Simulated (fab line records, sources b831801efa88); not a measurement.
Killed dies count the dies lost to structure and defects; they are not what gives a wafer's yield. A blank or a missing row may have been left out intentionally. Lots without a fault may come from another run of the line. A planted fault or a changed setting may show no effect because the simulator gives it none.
Which tool was responsible? -- flow gf180mcu -- at 1 step of a route of 602, 12 lots with 36 wafers sampled

== WHAT EACH GAUGE READ, for each wafer ==
GF_STI_THK_MEAS_24.
lot,measured,on,STI_CVD_23_THK (nm)
L075,day 2 10:07,film metro-01,649 653 657
L077,day 2 21:11,film metro-02,660 660 658
L079,day 3 06:58,film metro-01,651 639 645
L081,day 3 15:14,film metro-01,661 667 649
L083,day 4 03:28,film metro-01,650 653 651
L085,day 4 12:13,film metro-02,646 646 650
L087,day 4 22:16,film metro-02,644 649 645
L089,day 5 08:47,film metro-01,650 648 648
L091,day 5 19:02,film metro-03,658 660 662
L093,day 6 05:47,film metro-03,655 648 659
L095,day 6 16:08,film metro-03,649 656 658
L097,day 7 02:06,film metro-03,652 655 649

== WHICH TOOL RAN EACH LOT (tool, then ch and the chambers of the sampled wafers, then the start) ==
The record holds no process step before these readings.

== THE ANSWER, worked out from the rows above alone ==
Rule: what is usual is taken from the lots themselves. The widest of any qualifying gaps counts: lots, ordered by their means at a reading, are off when they make up no more than a third of the lots, leave a main group of 4 or more, and stand apart from it by 3 or more times the standard deviation of that group's means. If all means in a main group match to the digits the tables above print for the reading, that group is not used. A lot without any number at a reading at which 4 lots or more have one is off too. Any other lot the step has rows for is counted as sound.
No lot is off on any of the readings shown, so nothing can be concluded from this.

== WHAT WAS PUT IN BY THE SIMULATOR ==
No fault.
